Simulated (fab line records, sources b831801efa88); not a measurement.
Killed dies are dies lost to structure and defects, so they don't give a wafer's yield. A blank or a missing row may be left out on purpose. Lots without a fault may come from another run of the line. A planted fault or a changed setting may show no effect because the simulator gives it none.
fab line records | flow gf180mcu
record lots=13 wafers=39 last_day=34
route steps=602 shown HV_LDD@214 NSD@245
lots that met no fault: from a run of the same line without faults
start_h: hours from the record's first day to the start of the lot's first wafer shown | wait_h: hours since the lot's step before | " the same as in the row above | L1.1+2: a row that stands for several wafers | - no value, or no start given | * or withheld: withheld | < > ~ a bound
route shown NAME@n: a module of which the file shows steps, and the number in the route of the first | usual: mean/standard deviation of fault-free wafers | same: alike in all rows | chamber/n: place in a boat | sites: the reading at each site | _std_site: their standard deviation | _edge_site: outer sites' mean less inner sites' | radius_mm: how far each site lies from the wafer's centre | mask NAME#n: copy n | behind: the tool/chamber that last shaped the wafer | hold: why the lot was held/for how many hours/how that ended | device: the transistor (n, p or np) that didn't switch | end of line: the same wafers' tests at the end of the route | a step without rows: its recipe alone | killed: dies lost to structure and defects at the first sort, not the wafer's yield | map: a wafer's dies, x killed, . not, _ none there
set.NAME: the setting as run; set.NAME@STEP: as run at that earlier step | model.NAME: the simulator's own value behind a step, which no gauge read
steps of the route over a sample of lots; a table a step, a row a wafer
services: from which hour (start_h, from the record's first day; less than 0 if before it) a tool's chamber was out of use, for how many hours, and why
## steps
# step GF_HV_LDD_TW_MEAS_38
# usual HV_LDD_3_TW=1432/9.6
# columns lot.wafer tool chamber start_h wait_h HV_LDD_3_TW
L494.3 film_metro-03 - 258.28 0.1 1429
L494.5 " - " " 1430
L494.6 " - " " 1437
L496.1 film_metro-01 - 272.66 0.1 1421
L496.2 " - " " 1424
L496.5 " - " " 1420
L500.2 film_metro-03 - 299.67 0.1 1426
L500.5 " - " " 1427
L500.6 " - " " 1429
L501.2 film_metro-01 - 310.92 0.1 1419
L501.4 " - " " 1417
L501.6 " - " " 1424
L504.4 film_metro-03 - 330.24 0.1 1433
L504.5 " - " " 1427
L504.6 " - " " 1430
L508.4 film_metro-01 - 366.74 0.1 1416
L508.5 " - " " 1424
L508.6 " - " " 1419
L510.2 film_metro-03 - 386.47 0.1 1430
L510.3 " - " " 1433
L510.6 " - " " 1431
L512.3 film_metro-03 - 394.83 0.1 1437
L512.4 " - " " 1423
L512.6 " - " " 1434
L513.1 film_metro-02 - 400.86 0.1 1451
L513.5 " - " " 1448
L513.6 " - " " 1455
L514.1 film_metro-01 - 412.21 0.1 1428
L514.2 " - " " 1432
L514.4 " - " " 1427
L515.1 film_metro-01 - 417.71 0.1 1426
L515.4 " - " " 1427
L515.5 " - " " 1434
L516.2 film_metro-01 - 426.87 0.1 1428
L516.4 " - " " 1427
L516.5 " - " " 1432
L517.1 film_metro-03 - 432.21 0.1 1424
L517.2 " - " " 1426
L517.3 " - " " 1430
# step GF_HV_LDD_TW_MEAS_50
# usual HV_LDD_4_TW=569/4.4
# columns lot.wafer tool chamber start_h wait_h HV_LDD_4_TW
L494.3 film_metro-03 - 277.93 0.1 569
L494.5 " - " " 567
L494.6 " - " " 566
L496.1 film_metro-01 - 292.76 0.1 561
L496.2 " - " " 565
L496.5 " - " " 564
L500.2 film_metro-02 - 320.27 0.1 575
L500.5 " - " " 576
L500.6 " - " " 576
L501.2 film_metro-03 - 332.09 0.1 571
L501.4 " - " " 568
L501.6 " - " " 567
L504.4 film_metro-01 - 352.34 0.1 564
L504.5 " - " " 566
L504.6 " - " " 565
L508.4 film_metro-03 - 389.94 0.1 568
L508.5 " - " " 565
L508.6 " - " " 568
L510.2 film_metro-02 - 409.92 0.1 575
L510.3 " - " " 581
L510.6 " - " " 578
L512.3 film_metro-02 - 418.23 0.1 575
L512.4 " - " " 574
L512.6 " - " " 579
L513.1 film_metro-02 - 424.56 0.1 575
L513.5 " - " " 575
L513.6 " - " " 576
L514.1 film_metro-03 - 436.36 0.1 566
L514.2 " - " " 566
L514.4 " - " " 567
L515.1 film_metro-01 - 442.21 0.1 567
L515.4 " - " " 568
L515.5 " - " " 567
L516.2 film_metro-01 - 451.97 0.1 564
L516.4 " - " " 569
L516.5 " - " " 568
L517.1 film_metro-03 - 456.96 0.1 571
L517.2 " - " " 569
L517.3 " - " " 564
# step GF_HV_LDD_RS_MEAS_53
# recipe thk_meas_gauge=four-point-probe
# usual HV_LDD_RS=418.1/0.93
# columns lot.wafer tool chamber start_h wait_h HV_LDD_RS[ohm/sq]
L494.3 film_metro-01 - 278.13 0.1 418.8
L494.5 " - " " 418.3
L494.6 " - " " 419.2
L496.1 film_metro-02 - 292.94 0.1 418.4
L496.2 " - " " 418.7
L496.5 " - " " 418.8
L500.2 film_metro-03 - 320.46 0.1 416.9
L500.5 " - " " 417.3
L500.6 " - " " 416.9
L501.2 film_metro-01 - 332.28 0.1 417.2
L501.4 " - " " 419.5
L501.6 " - " " 417.2
L504.4 film_metro-01 - 352.55 0.1 416.4
L504.5 " - " " 416.2
L504.6 " - " " 416.9
L508.4 film_metro-01 - 390.15 0.1 418.3
L508.5 " - " " 418.3
L508.6 " - " " 417.9
L510.2 film_metro-03 - 410.11 0.1 418.8
L510.3 " - " " 418.4
L510.6 " - " " 419.3
L512.3 film_metro-03 - 418.43 0.1 417.8
L512.4 " - " " 416.6
L512.6 " - " " 416.3
L513.1 film_metro-03 - 424.74 0.1 417.2
L513.5 " - " " 419.0
L513.6 " - " " 417.8
L514.1 film_metro-02 - 436.53 0.1 419.0
L514.2 " - " " 418.9
L514.4 " - " " 419.3
L515.1 film_metro-03 - 442.39 0.1 418.2
L515.4 " - " " 418.6
L515.5 " - " " 419.6
L516.2 film_metro-03 - 452.16 0.1 418.7
L516.4 " - " " 418.9
L516.5 " - " " 418.0
L517.1 film_metro-02 - 457.14 0.1 418.9
L517.2 " - " " 419.1
L517.3 " - " " 419.6
# step GF_NSD_IMPLANT_10
# recipe species=P energy_kev=40 dose_cm2=5e+14 tilt_deg=7
# columns lot.wafer tool chamber start_h wait_h
L494.3+5+6 implanter-02 0 302.76 0.1
L496.1+2+5 implanter-04 0 316.46 0.1
L500.2+5+6 implanter-02 0 344.70 0.1
L501.2+4+6 implanter-01 0 358.48 0.1
L504.4+5+6 implanter-02 0 378.89 0.1
L508.4+5+6 implanter-01 0 416.85 0.1
L510.2+3+6 implanter-04 0 436.88 0.1
L512.3+4+6 implanter-01 0 446.21 0.1
L513.1+5+6 implanter-01 0 452.43 0.1
L514.1+2+4 implanter-01 0 463.43 0.1
L515.1+4+5 implanter-01 0 469.48 0.1
L516.2+4+5 implanter-02 0 478.80 0.1
L517.1+2+3 implanter-01 0 484.26 0.1
# step GF_NSD_STRIP_11
# recipe chemistry=O2/N2 power_w=1400 pressure_mtorr=1500 platen_temp_c=250 o2_flow_sccm=3000 n2_flow_sccm=300 overash_fraction=0.5
# usual chamber_pressure_mTorr=1500.0/1.5 drypump_motor_current_A=5.5/0.43 heater_power_w=348/40 oes_product_au=0.487/0.0046 strip_time_to_endpoint_s=22.97/0.034
# same overash_fraction=0.5
# columns lot.wafer tool chamber start_h wait_h chamber_pressure_mTorr drypump_motor_current_A heater_power_w oes_product_au rf_hours_counter_h strip_time_to_endpoint_s
L494.3 plasma_asher-02 0 302.90 0.1 1499.0 6.2 349 0.490 - 22.97
L494.5 " 1 " " 1500.7 5.3 357 0.484 - 22.94
L494.6 " 0 " " 1498.8 6.2 360 0.487 - 22.93
L496.1 plasma_asher-03 1 316.61 0.1 1499.2 5.6 285 0.484 70 22.96
L496.2 " 0 " " 1502.2 5.5 418 0.490 70 23.00
L496.5 " 1 " " 1500.1 5.6 284 0.484 - 23.02
L500.2 plasma_asher-03 1 344.83 0.1 1500.5 5.6 283 0.490 73 22.97
L500.5 " 0 " " 1501.1 5.5 425 0.489 - 22.97
L500.6 " 1 " " 1500.9 5.6 291 0.486 - 23.00
L501.2 plasma_asher-03 1 358.61 0.1 1500.7 5.6 280 0.495 74 22.99
L501.4 " 1 " " 1499.3 5.7 289 0.492 - 23.00
L501.6 " 1 " " 1499.5 5.7 284 0.482 - 23.04
L504.4 plasma_asher-04 1 379.00 0.1 1500.1 4.8 319 0.489 - 22.84
L504.5 " 1 " " 1498.6 4.8 329 0.492 - 22.97
L504.6 " 0 " " 1501.3 5.6 335 0.489 - 22.93
L508.4 plasma_asher-03 0 416.96 0.1 1501.0 5.5 421 0.484 - 22.90
L508.5 " 0 " " 1499.1 5.5 418 0.487 - 22.97
L508.6 " 1 " " 1500.7 5.7 288 0.492 - 22.90
L510.2 plasma_asher-04 0 437.01 0.1 1500.3 5.6 344 0.480 64 22.99
L510.3 " 0 " " 1499.7 5.6 343 0.487 - 22.93
L510.6 " 0 " " 1501.5 5.6 344 0.477 - 23.00
L512.3 plasma_asher-02 0 446.34 0.1 1504.6 6.2 355 0.484 - 22.97
L512.4 " 1 " " 1502.0 5.3 356 0.481 - 22.91
L512.6 " 0 " " 1496.8 6.2 362 0.494 - 22.97
L513.1 plasma_asher-02 1 452.58 0.1 1501.5 5.3 360 0.485 81 22.98
L513.5 " 0 " " 1497.2 6.2 354 0.484 - 22.99
L513.6 " 1 " " 1498.4 5.3 352 0.487 - 22.95
L514.1 plasma_asher-04 0 463.58 0.1 1500.5 5.6 328 0.490 67 22.98
L514.2 " 1 " " 1498.5 4.8 324 0.482 67 22.98
L514.4 " 1 " " 1499.7 4.8 312 0.487 - 22.97
L515.1 plasma_asher-03 0 469.63 0.1 1499.1 5.5 438 0.486 4 23.00
L515.4 " 1 " " 1501.2 5.6 274 0.490 - 23.02
L515.5 " 0 " " 1502.8 5.4 436 0.492 - 23.00
L516.2 plasma_asher-02 1 478.93 0.1 1498.5 5.3 358 0.491 84 22.97
L516.4 " 1 " " 1498.3 5.3 369 0.483 - 22.96
L516.5 " 1 " " 1500.0 5.3 361 0.493 - 22.95
L517.1 plasma_asher-04 0 484.41 0.1 1498.2 5.6 348 0.475 69 22.98
L517.2 " 1 " " 1497.1 4.9 315 0.492 69 22.99
L517.3 " 0 " " 1498.5 5.6 338 0.488 - 22.96
# step GF_PSD_RS_MEAS_14
# recipe thk_meas_gauge=four-point-probe
# usual NSD_RS=46.11/0.092
# columns lot.wafer tool chamber start_h wait_h NSD_RS[ohm/sq]
L494.3 film_metro-03 - 324.06 0.1 46.05
L494.5 " - " " 46.11
L494.6 " - " " 46.08
L496.1 film_metro-01 - 337.70 0.1 46.09
L496.2 " - " " 46.19
L496.5 " - " " 46.19
L500.2 film_metro-03 - 366.78 0.1 46.09
L500.5 " - " " 46.09
L500.6 " - " " 46.04
L501.2 film_metro-03 - 381.22 0.1 46.07
L501.4 " - " " 46.10
L501.6 " - " " 46.09
L504.4 film_metro-04 - 402.86 0.1 47.36
L504.5 " - " " 46.16
L504.6 " - " " 46.11
L508.4 film_metro-01 - 441.91 0.1 46.09
L508.5 " - " " 46.11
L508.6 " - " " 46.01
L510.2 film_metro-03 - 461.53 0.1 46.16
L510.3 " - " " 46.21
L510.6 " - " " 46.04
L512.3 film_metro-01 - 471.46 0.1 46.08
L512.4 " - " " 46.10
L512.6 " - " " 46.05
L513.1 film_metro-04 - 477.22 0.1 46.16
L513.5 " - " " 46.13
L513.6 " - " " 46.20
L514.1 film_metro-04 - 487.70 0.1 46.06
L514.2 " - " " 46.00
L514.4 " - " " 46.16
L515.1 film_metro-04 - 494.15 0.1 46.21
L515.4 " - " " 46.06
L515.5 " - " " 46.08
L516.2 film_metro-03 - 503.57 0.1 46.07
L516.4 " - " " 45.97
L516.5 " - " " 46.09
L517.1 film_metro-03 - 508.55 0.1 46.08
L517.2 " - " " 46.13
L517.3 " - " " 46.13
## services
# columns tool chamber start_h hours kind
implanter-01 - 280.94 8.7 repair
plasma_asher-03 - 301.44 1.8 repair
plasma_asher-04 - 306.17 2.8 pm
plasma_asher-04 - 317.95 2.2 repair
implanter-01 - 354.03 1.7 repair
implanter-02 - 370.64 3.5 repair
implanter-02 - 384.82 1.8 repair
implanter-02 - 415.45 3.9 pm
implanter-02 - 419.33 2.7 pm
plasma_asher-03 - 421.31 9.0 pm
plasma_asher-03 0 421.31 9.0 vent_cycle
plasma_asher-03 1 421.31 9.0 vent_cycle
plasma_asher-03 0 430.31 - clean
plasma_asher-03 1 430.31 - clean
implanter-02 - 432.79 4.1 repair
plasma_asher-02 - 441.66 4.6 repair
implanter-04 - 448.79 1.5 pm
plasma_asher-02 - 454.66 0.4 repair
implanter-02 - 455.21 17.2 pm
plasma_asher-03 - 483.94 2.0 repair
## key
first_sign step=GF_NSD_STRIP_11 reading=strip_time_to_endpoint_s direction=down sigmas=3.8 usual=* struck=*
effect step=GF_PSD_RS_MEAS_14 reading=NSD_RS direction=up sigmas=14 usual=46.11 struck=47.36
met_at GF_NSD_IMPLANT_10
struck_lots L504
struck_wafers L504.4
tester_left_out L504
not_acting_at GF_HV_LDD_TW_MEAS_38,GF_HV_LDD_TW_MEAS_50,GF_HV_LDD_RS_MEAS_53
onset_between 344.70 378.89
fault kind=process_parameter_drift tool=implanter-02 chamber=- onset_h=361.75 steps=GF_NSD_IMPLANT_10 channel=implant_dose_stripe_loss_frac offset=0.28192 shape=step end_h=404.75 scope=struck_wafers_only
# tester_left_out: of these lots the tester's yield and bins aren't shown, on N5 and GAA mostly nor the transistor test; their killed dies are dies lost to structure and defects alone, not to doping, threshold or leakage, so they don't give the yield
